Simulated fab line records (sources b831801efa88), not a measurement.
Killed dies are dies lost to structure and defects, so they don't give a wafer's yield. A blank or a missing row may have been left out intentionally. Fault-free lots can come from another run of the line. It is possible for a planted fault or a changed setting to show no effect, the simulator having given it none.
Which tool did it?	flow sky130	Sampling: 14 lots, 42 wafers, 5 of 708 route steps

## WHAT EACH GAUGE READ, for each wafer
SKY_LOCAL_INTERCONNECT_CD_MEAS_11: target cd 170 nm. Usual: cdNm 170.4 nm, standard deviation 1.5.
lot	measured	on	cdNm (nm)	flag
L642	day 30 22:35	cdSem-01	169.4 167.9 169.6	
L643	day 31 17:57	cdSem-01	169.4 169.8 168.4	
L645	day 31 20:14	cdSem-01	168.0 169.1 167.2	
L644	day 31 23:05	cdSem-02	171.9 171.7 173.9	
L646	day 32 19:18	cdSem-02	169.9 169.2 169.0	
L650	day 33 04:47	cdSem-02	170.6 171.2 170.0	
L653	day 34 12:15	cdSem-01	173.0 171.7 173.0	
L654	day 34 14:45	cdSem-01	170.9 171.5 170.7	
L657	day 35 13:58	cdSem-01	170.7 170.1 170.4	
L659	day 36 01:25	cdSem-01	179.1 179.0 178.9	OFF
L660	day 36 13:12	cdSem-02	182.8 182.0 182.9	OFF
L661	day 36 17:08	cdSem-02	179.1 180.3 180.9	OFF
L662	day 36 23:41	cdSem-01	179.9 179.6 179.5	OFF
L664	day 37 14:52	cdSem-01	168.7 167.8 168.3	

SKY_CONTACT_THK_MEAS_01. Usual: CONTACT_CVD_00_THK 75.3 nm, standard deviation 0.94.
lot	measured	on	CONTACT_CVD_00_THK (nm)	flag
L642	day 30 23:28	filmMetro-02	74.7 75.3 76.5	
L643	day 31 18:52	filmMetro-03	74.5 75.8 76.6	
L645	day 31 21:06	filmMetro-01	75.6 76.4 76.1	
L644	day 32 00:01	filmMetro-01	73.4 74.0 74.9	
L646	day 32 20:13	filmMetro-03	75.8 75.9 76.7	
L650	day 33 05:40	filmMetro-02	74.1 75.1 75.5	
L653	day 34 13:13	filmMetro-03	75.6 75.7 76.1	
L654	day 34 15:41	filmMetro-01	75.4 75.5 78.1	
L657	day 35 14:53	filmMetro-02	74.3 75.9 75.1	
L659	day 36 02:18	filmMetro-01	75.1 76.4 75.6	
L660	day 36 14:05	filmMetro-01	74.4 75.4 75.8	
L661	day 36 18:02	filmMetro-01	74.0 73.9 75.6	
L662	day 37 00:35	filmMetro-03	75.9 75.9 76.6	
L664	day 37 15:45	filmMetro-02	73.6 75.1 75.8	

SKY_CONTACT_BOW_MEAS_05. Usual: CONTACT_BOW 82 um, standard deviation 7.7.
lot	measured	on	CONTACT_BOW (um)	flag
L642	day 30 23:58	filmMetro-02	81 96 86	
L643	day 31 19:22	filmMetro-01	84 91 88	
L645	day 31 21:37	filmMetro-01	69 92 85	
L644	day 32 00:30	filmMetro-01	88 84 76	
L646	day 32 20:44	filmMetro-01	75 85 82	
L650	day 33 06:10	filmMetro-02	74 78 86	
L653	day 34 13:43	filmMetro-02	86 82 80	
L654	day 34 16:11	filmMetro-02	87 78 90	
L657	day 35 15:23	filmMetro-02	79 87 72	
L659	day 36 02:49	filmMetro-01	82 82 89	
L660	day 36 15:20	filmMetro-03	72 72 74	
L661	day 36 18:31	filmMetro-02	76 77 90	
L662	day 37 01:04	filmMetro-03	89 98 92	
L664	day 37 16:15	filmMetro-01	77 77 78	

## TOOL THAT RAN EACH LOT (tool first, then ch and the chambers of the sampled wafers, then the start)
lot	SKY_RES_XHIGH_STRIP_08	SKY_LOCAL_INTERCONNECT_EXPOSE_08
L642	plasmaAsher-02 ch 0,1, day 27 06:29	krfScanner-02 ch 0, day 30 08:14
L643	plasmaAsher-04 ch 0, day 28 04:02	krfScanner-02 ch 0, day 31 04:00
L645	plasmaAsher-02 ch 0,1, day 28 05:31	krfScanner-01 ch 0, day 31 06:46
L644	plasmaAsher-04 ch 0,1, day 28 07:11	krfScanner-01 ch 0, day 31 09:05
L646	plasmaAsher-04 ch 0,1, day 29 04:59	krfScanner-02 ch 0, day 32 05:40
L650	plasmaAsher-04 ch 0,1, day 29 14:11	krfScanner-01 ch 0, day 32 15:11
L653	plasmaAsher-04 ch 0,1, day 30 22:26	krfScanner-01 ch 0, day 33 22:33
L654	plasmaAsher-04 ch 0,1, day 31 03:20	krfScanner-02 ch 0, day 34 02:10
L657	plasmaAsher-04 ch 0,1, day 32 03:59	krfScanner-02 ch 0, day 35 01:17
L659	plasmaAsher-02 ch 0,1, day 32 15:10	krfScanner-02 ch 0, day 35 12:52
L660	plasmaAsher-04 ch 0,1, day 33 02:23	krfScanner-02 ch 0, day 35 23:56
L661	plasmaAsher-02 ch 0,1, day 33 06:47	krfScanner-02 ch 0, day 36 03:38
L662	plasmaAsher-02 ch 0,1, day 33 14:23	krfScanner-02 ch 0, day 36 11:38
L664	plasmaAsher-02 ch 1, day 34 05:38	krfScanner-01 ch 0, day 37 01:32
- SKY_RES_XHIGH_STRIP_08: strips in O2/N2.
- SKY_LOCAL_INTERCONNECT_EXPOSE_08: exposes mask LI1M, target cd 170 nm.

## WHAT THE TOOLS THEMSELVES READ (means of the sampled wafers that have a number; where no wafer has one, the mark that the record gives instead)
SKY_RES_XHIGH_STRIP_08. Usual: drypumpMotorCurrentA 5.5 A, standard deviation 0.41; oesProductAu 0.712 a.u., standard deviation 0.0044; stripTimeToEndpointS 14.31 s, standard deviation 0.041.
lot	tool	drypumpMotorCurrentA (A)	oesProductAu (a.u.)	stripTimeToEndpointS (s)	flag
L642	plasmaAsher-02	5.0	0.713	14.34	
L643	plasmaAsher-04	5.4	0.713	14.34	
L645	plasmaAsher-02	5.0	0.712	14.22	
L644	plasmaAsher-04	5.7	0.713	14.35	
L646	plasmaAsher-04	5.5	0.707	14.25	
L650	plasmaAsher-04	5.5	0.710	14.32	
L653	plasmaAsher-04	5.7	0.714	14.30	
L654	plasmaAsher-04	5.7	0.714	14.29	
L657	plasmaAsher-04	5.7	0.710	14.35	
L659	plasmaAsher-02	5.2	0.714	14.29	
L660	plasmaAsher-04	5.5	0.710	14.29	
L661	plasmaAsher-02	5.2	0.711	14.34	
L662	plasmaAsher-02	5.2	0.713	14.27	
L664	plasmaAsher-02	4.7	0.716	14.28	

SKY_LOCAL_INTERCONNECT_EXPOSE_08. Usual: exposureDoseMJCm2 27.98, standard deviation 0.033.
lot	tool	exposureDoseMJCm2	flag
L642	krfScanner-02	27.97	
L643	krfScanner-02	27.95	
L645	krfScanner-01	27.95	
L644	krfScanner-01	27.96	
L646	krfScanner-02	28.00	
L650	krfScanner-01	27.95	
L653	krfScanner-01	27.98	
L654	krfScanner-02	27.98	
L657	krfScanner-02	27.98	
L659	krfScanner-02	26.52	OFF
L660	krfScanner-02	26.50	OFF
L661	krfScanner-02	26.84	OFF
L662	krfScanner-02	26.82	OFF
L664	krfScanner-01	27.96	

## THE ANSWER, worked out from the rows above alone
Rule: take the mean of a lot's wafers that have a number; if it is more than 3 standard deviations from the usual mean, the lot is off. A lot without any number at a reading at which 4 lots or more have one is off too. The other lots that the step has rows for count as sound. Order of review: gauges by route order, followed by the tools' own readings, for which a lot's mean as printed above is used. At the first step where some lot is off, the reading lying furthest off is the one used; lots without a number count as furthest.
Off at SKY_LOCAL_INTERCONNECT_CD_MEAS_11 (cdNm): L659, L660, L661, L662.
If a tool, at a process step before that reading, ran all the lots that are off and no sound lot after the first of them, it fits. The gauges at SKY_LOCAL_INTERCONNECT_CD_MEAS_11 aren't tried: what is off there is off at SKY_LOCAL_INTERCONNECT_EXPOSE_08 too, on other tools, and a gauge's error can't cause that. One fits: SKY_LOCAL_INTERCONNECT_EXPOSE_08 on krfScanner-02. Its last sound lot is L657 (day 35 01:17), its first lot that is off L659 (day 35 12:52): a fault that began between those two fits.
The tool's own readings at SKY_LOCAL_INTERCONNECT_EXPOSE_08 bear it out: on the lots that are off they differ by more than 5 times the standard deviation of the sound lots' means. exposureDoseMJCm2 reads 26.67 there against 27.97 on the sound lots.

## WHAT THE SIMULATOR HAD INSERTED
Process parameters drifting: krfScanner-02 at SKY_LOCAL_INTERCONNECT_EXPOSE_08, beginning at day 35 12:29. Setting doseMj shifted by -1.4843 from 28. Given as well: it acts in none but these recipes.
Lots struck among those shown: L659, L660, L661, L662. The rule above found the same.
